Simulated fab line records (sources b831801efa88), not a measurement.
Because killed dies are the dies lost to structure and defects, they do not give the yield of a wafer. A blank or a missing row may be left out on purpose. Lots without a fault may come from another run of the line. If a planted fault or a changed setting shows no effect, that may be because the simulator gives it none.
2 desks, one fault ; flow sky130 ; only its own numbers are on each desk; what lay behind them is given at the end

AT THE METROLOGY DESK
Lot by lot, what the gauges showed, no matter which tool ran the lot: averages of those sampled wafers that carry a number. A lot is out of limits, marked OUT, if its mean lies more than 4 standard deviations from the usual mean; the brackets give that distance.
Columns: A = cd nm at SKY_METAL3_CD_MEAS_13, usual 299.7 nm; B = METAL3_OVL at SKY_METAL3_OVL_MEAS_14, usual 0 nm
lot;first seen here;A;B
L461;day 39 00:55;299.6;3
L466;day 40 20:09;298.5;3
L468;day 41 12:14;299.8;1
L471;day 42 07:04;299.4;-1
L475;day 42 17:34;299.3;-6
L474;day 42 21:11;299.4;-1
This desk's finding: nothing out of limits on any of the 6 lots.

FOR THE TOOL OWNER'S DESK: rie diel-02
The tool's own readings at SKY_METAL3_ETCH_17 (etches SiO2 in C4F8/O2/Ar, stops on TiN, time 3.9 s, target depth 15 nm): means of the sampled wafers that have a number, for each lot that ran on this tool. A lot is out of limits, marked OUT, if its mean lies more than 4 standard deviations from the usual mean; the brackets give that distance.
Columns: A = oes product au at SKY_METAL3_ETCH_17, usual 0.755 a.u.
lot;first seen here;A
L461;day 39 01:08;0.751
L468;day 41 12:30;0.760
L471;day 42 07:20;0.752
This desk's finding: nothing out of limits on any of the 3 lots.

BROUGHT TOGETHER
At the metrology desk, nothing out of limits was observed.
Nothing out of limits was seen by the tool owner's desk.

WHAT THE SIMULATOR PUT IN
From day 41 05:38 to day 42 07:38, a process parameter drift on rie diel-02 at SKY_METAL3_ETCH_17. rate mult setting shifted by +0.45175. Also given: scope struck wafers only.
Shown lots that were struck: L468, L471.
